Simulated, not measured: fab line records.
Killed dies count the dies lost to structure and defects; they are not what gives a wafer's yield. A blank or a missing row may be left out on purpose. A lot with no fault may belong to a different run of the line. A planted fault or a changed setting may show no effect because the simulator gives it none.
fab line records	flow sky130	part 2 of 2: steps 29 to 38 of 38
record lots=5	wafers=15	lastDay=49
route steps=708 shown DNWELL@37 PWDE@45 NWELL@56
lots that met no fault: from a run of the same line without faults
startH: hours from the record's opening day to when the first of the lot's shown wafers began	waitH: hours from the lot's prior step to this one	" repeats the value in the row above	L1.1+2: a row that stands for several wafers	- either no value or no given start	* or withheld: withheld	< > ~ a bound
route shown NAME@n: names a module that has steps shown in the file, with the first one's number in the route	usual: mean/standard deviation taken from wafers without a fault	same: alike in all rows	chamber/n: place in a boat	sites: readings site by site	_std_site: the standard deviation of these	_edge_site: inner sites' mean taken away from outer sites' mean	radiusMm: for every site, how far away it sits from the centre of the wafer	mask NAME#n: copy n	behind: the last tool/chamber to shape the wafer	hold: cause of the lot's hold/its duration in hours/its outcome	device: which transistor (n, p or np) failed to switch	end of line: the tests these same wafers got at the end of their route	a step given without rows: its recipe and nothing more	killed: dies that structure and defects cost at the first sort, which is not the same as the wafer's yield	map: shows each die of a wafer: x if killed, . if not, _ if none is there
set.NAME: setting as actually run; set.NAME@STEP: the setting as run at that earlier step	model.NAME: the simulator's own value behind a step, which no gauge read
lots at selected steps of the route; one table per step, one row per wafer
services: from which hour (startH, from the record's first day; less than 0 if before it) a tool's chamber was out of use, for how many hours, and why
## steps
# step SKY_NWELL_IMPLANT_12
# recipe species=P	energyKev=120	doseCm2=1.3e+12	tiltDeg=withheld
# usual endStationPressureTorr=5.03e-06/2.6e-07
# same implantIonAmu=31
lot.wafer	tool	chamber	startH	waitH	endStationPressureTorr
L074.1	implanter-02	0	87.50	0.1	5.38e-06
L074.2	"	0	"	"	4.8e-06
L074.4	"	0	"	"	5.17e-06
L079.3	implanter-03	0	114.94	0.1	5.23e-06
L079.4	"	0	"	"	4.96e-06
L079.5	"	0	"	"	5.08e-06
L082.1	implanter-03	0	133.14	0.1	4.94e-06
L082.2	"	0	"	"	5.06e-06
L082.4	"	0	"	"	5.12e-06
L085.4	implanter-02	0	148.27	0.1	5.24e-06
L085.5	"	0	"	"	5.13e-06
L085.6	"	0	"	"	5.35e-06
L088.3	implanter-02	0	172.42	0.1	5.3e-06
L088.4	"	0	"	"	5.02e-06
L088.6	"	0	"	"	4.87e-06
# step SKY_NWELL_IMPLANT_13
# recipe species=P	energyKev=50	doseCm2=7e+11	tiltDeg=withheld
# usual endStationPressureTorr=5e-06/2.8e-07
# same implantIonAmu=31
lot.wafer	tool	chamber	startH	waitH	endStationPressureTorr
L074.1	implanter-02	0	87.65	0.1	4.98e-06
L074.2	"	0	"	"	5.14e-06
L074.4	"	0	"	"	4.86e-06
L079.3	implanter-03	0	115.09	0.1	5.05e-06
L079.4	"	0	"	"	4.78e-06
L079.5	"	0	"	"	5.23e-06
L082.1	implanter-03	0	133.29	0.1	4.79e-06
L082.2	"	0	"	"	4.91e-06
L082.4	"	0	"	"	4.88e-06
L085.4	implanter-02	0	148.42	0.1	5.44e-06
L085.5	"	0	"	"	5.34e-06
L085.6	"	0	"	"	4.66e-06
L088.3	implanter-02	0	172.57	0.1	4.88e-06
L088.4	"	0	"	"	4.69e-06
L088.6	"	0	"	"	5.17e-06
# step SKY_NWELL_STRIP_14
# recipe chemistry=O2/N2	powerW=1400	pressureMtorr=1500	platenTempC=withheld	o2FlowSccm=3000	n2FlowSccm=300	overashFraction=0.5
# usual drypumpMotorCurrentA=5.60/0.27	oesProductAu=0.724/0.0044	stripTimeToEndpointS=36.91/0.1
# same overashFraction=0.5
lot.wafer	tool	chamber	startH	waitH	drypumpMotorCurrentA	oesProductAu	rfHoursCounterH	stripTimeToEndpointS
L074.1	plasmaAsher-02	0	87.80	0.1	5.64	0.725	41	36.88
L074.2	"	1	"	"	5.46	0.719	41	36.87
L074.4	"	1	"	"	5.48	0.719	-	36.80
L079.3	plasmaAsher-04	1	115.22	0.1	5.81	0.725	-	36.98
L079.4	"	0	"	"	6.23	0.718	-	36.91
L079.5	"	1	"	"	5.79	0.721	-	36.97
L082.1	plasmaAsher-03	0	133.44	0.1	5.14	0.720	41	36.80
L082.2	"	1	"	"	5.71	0.725	41	36.77
L082.4	"	1	"	"	5.71	0.717	-	36.90
L085.4	plasmaAsher-03	1	148.53	0.1	5.69	0.717	-	36.75
L085.5	"	1	"	"	5.69	0.725	-	36.78
L085.6	"	0	"	"	5.14	0.720	-	36.79
L088.3	plasmaAsher-02	1	172.70	0.1	5.48	0.728	-	36.96
L088.4	"	0	"	"	5.68	0.724	-	36.91
L088.6	"	1	"	"	5.48	0.729	-	36.90
# step SKY_NWELL_TW_MEAS_15
# usual NWELL_TW=1833/10
lot.wafer	tool	chamber	startH	waitH	NWELL_TW
L074.1	filmMetro-03	-	87.90	0.1	1823
L074.2	"	-	"	"	1825
L074.4	"	-	"	"	1821
L079.3	filmMetro-04	-	115.31	0.1	1828
L079.4	"	-	"	"	1822
L079.5	"	-	"	"	1828
L082.1	filmMetro-03	-	133.54	0.1	1830
L082.2	"	-	"	"	1832
L082.4	"	-	"	"	1826
L085.4	filmMetro-04	-	148.63	0.1	1829
L085.5	"	-	"	"	1823
L085.6	"	-	"	"	1816
L088.3	filmMetro-01	-	172.79	0.1	1840
L088.4	"	-	"	"	1839
L088.6	"	-	"	"	1835
# step SKY_NWELL_DEHYDRATE_16
# recipe tempC=200	timeS=60
# usual plateTempC=199.95/0.18
lot.wafer	tool	chamber	startH	waitH	plateTempC
L074.1	lithoTrack-02	0	95.56	7.7	200.30
L074.2	"	0	"	"	200.05
L074.4	"	0	"	"	200.10
L079.3	lithoTrack-03	0	124.15	8.8	200.38
L079.4	"	0	"	"	200.31
L079.5	"	0	"	"	200.17
L082.1	lithoTrack-02	0	142.26	8.7	199.96
L082.2	"	0	"	"	200.00
L082.4	"	0	"	"	199.85
L085.4	lithoTrack-02	0	157.94	9.3	199.58
L085.5	"	0	"	"	199.77
L085.6	"	0	"	"	199.79
L088.3	lithoTrack-01	0	182.03	9.2	199.94
L088.4	"	0	"	"	200.08
L088.6	"	0	"	"	200.01
# step SKY_NWELL_HMDS_17
# recipe primeTimeS=60	primeTempC=120
lot.wafer	tool	chamber	startH	waitH
L074.1+2+4	lithoTrack-02	0	95.71	0.1
L079.3+4+5	lithoTrack-03	0	124.30	0.1
L082.1+2+4	lithoTrack-02	0	142.41	0.1
L085.4+5+6	lithoTrack-02	0	158.09	0.1
L088.3+4+6	lithoTrack-01	0	182.18	0.1
# step SKY_NWELL_COAT_18
# recipe spinRpm=2000	resistThkNm=3000
lot.wafer	tool	chamber	startH	waitH
L074.1+2+4	lithoTrack-02	0	95.86	0.1
L079.3+4+5	lithoTrack-03	0	124.45	0.1
L082.1+2+4	lithoTrack-02	0	142.56	0.1
L085.4+5+6	lithoTrack-02	0	158.24	0.1
L088.3+4+6	lithoTrack-01	0	182.33	0.1
# step SKY_NWELL_SOFTBAKE_19
# recipe tempC=110	timeS=withheld
# usual plateTempC=110.02/0.14
lot.wafer	tool	chamber	startH	waitH	plateTempC
L074.1	lithoTrack-02	0	96.01	0.1	110.08
L074.2	"	0	"	"	110.16
L074.4	"	0	"	"	110.14
L079.3	lithoTrack-03	0	124.62	0.1	109.82
L079.4	"	0	"	"	109.99
L079.5	"	0	"	"	109.76
L082.1	lithoTrack-02	0	142.71	0.1	109.89
L082.2	"	0	"	"	109.88
L082.4	"	0	"	"	109.80
L085.4	lithoTrack-02	0	158.41	0.1	110.11
L085.5	"	0	"	"	110.15
L085.6	"	0	"	"	110.00
L088.3	lithoTrack-01	0	182.50	0.1	109.80
L088.4	"	0	"	"	110.04
L088.6	"	0	"	"	109.88
# step SKY_NWELL_EXPOSE_20
# recipe maskId=NWM_COMPLEMENT	na=0.6	sourceShape=conventional	sigmaOuter=0.6	polarization=unpolarized	targetCdNm=840	doseMj=260
# usual reticleTempC=22.99/0.098
lot.wafer	tool	chamber	startH	waitH	mask	reticleTempC
L074.1	ilineStepper-02	0	-	-	NWM_COMPLEMENT#0	22.99
L074.2	"	0	"	"	NWM_COMPLEMENT#0	23.02
L074.4	"	0	"	"	NWM_COMPLEMENT#0	23.22
L079.3	ilineStepper-02	0	-	-	NWM_COMPLEMENT#0	23.00
L079.4	"	0	"	"	NWM_COMPLEMENT#0	22.99
L079.5	"	0	"	"	NWM_COMPLEMENT#0	22.91
L082.1	ilineStepper-02	0	-	-	NWM_COMPLEMENT#0	22.93
L082.2	"	0	"	"	NWM_COMPLEMENT#0	22.91
L082.4	"	0	"	"	NWM_COMPLEMENT#0	22.91
L085.4	ilineStepper-01	0	-	-	NWM_COMPLEMENT#0	23.02
L085.5	"	0	"	"	NWM_COMPLEMENT#0	23.03
L085.6	"	0	"	"	NWM_COMPLEMENT#0	23.08
L088.3	ilineStepper-02	0	-	-	NWM_COMPLEMENT#0	22.97
L088.4	"	0	"	"	NWM_COMPLEMENT#0	22.91
L088.6	"	0	"	"	NWM_COMPLEMENT#0	23.05
# step SKY_NWELL_PEB_21
# recipe tempC=115	timeS=withheld
# usual plateTempC=115.02/0.15
lot.wafer	tool	chamber	startH	waitH	plateTempC
L074.1	lithoTrack-03	0	-	-	114.76
L074.2	"	0	"	"	115.05
L074.4	"	0	"	"	115.21
L079.3	lithoTrack-01	0	-	-	115.31
L079.4	"	0	"	"	115.27
L079.5	"	0	"	"	115.19
L082.1	lithoTrack-01	0	-	-	115.43
L082.2	"	0	"	"	115.20
L082.4	"	0	"	"	115.17
L085.4	lithoTrack-01	0	-	-	114.69
L085.5	"	0	"	"	114.98
L085.6	"	0	"	"	114.78
L088.3	lithoTrack-02	0	-	-	114.97
L088.4	"	0	"	"	115.04
L088.6	"	0	"	"	115.06
## services
tool	chamber	startH	hours	kind
plasmaAsher-04	-	23.16	0.9	repair
implanter-04	-	30.23	0.8	repair
implanter-03	-	30.65	6.6	repair
ilineStepper-02	0	44.96	-	calibration
ilineStepper-01	-	55.83	1.7	pm
plasmaAsher-03	-	79.33	8.1	repair
implanter-04	-	89.61	1.2	repair
plasmaAsher-03	-	90.41	38.8	repair
ilineStepper-01	-	101.33	10.6	repair
implanter-02	-	104.91	2.6	repair
plasmaAsher-02	-	108.75	9.0	pm
plasmaAsher-02	0	108.75	9.0	ventCycle
plasmaAsher-02	1	108.75	9.0	ventCycle
ilineStepper-01	0	121.16	-	calibration
implanter-03	-	146.15	13.5	pm
implanter-04	-	150.27	2.7	repair
ilineStepper-02	-	152.73	1.7	pm
ilineStepper-01	-	155.65	2.7	repair
implanter-02	-	161.84	2.2	repair
implanter-03	-	164.07	5.3	pm
implanter-02	-	168.39	3.4	repair
implanter-04	-	171.81	6.0	pm
implanter-02	-	180.62	6.8	pm
implanter-03	-	182.59	3.0	repair
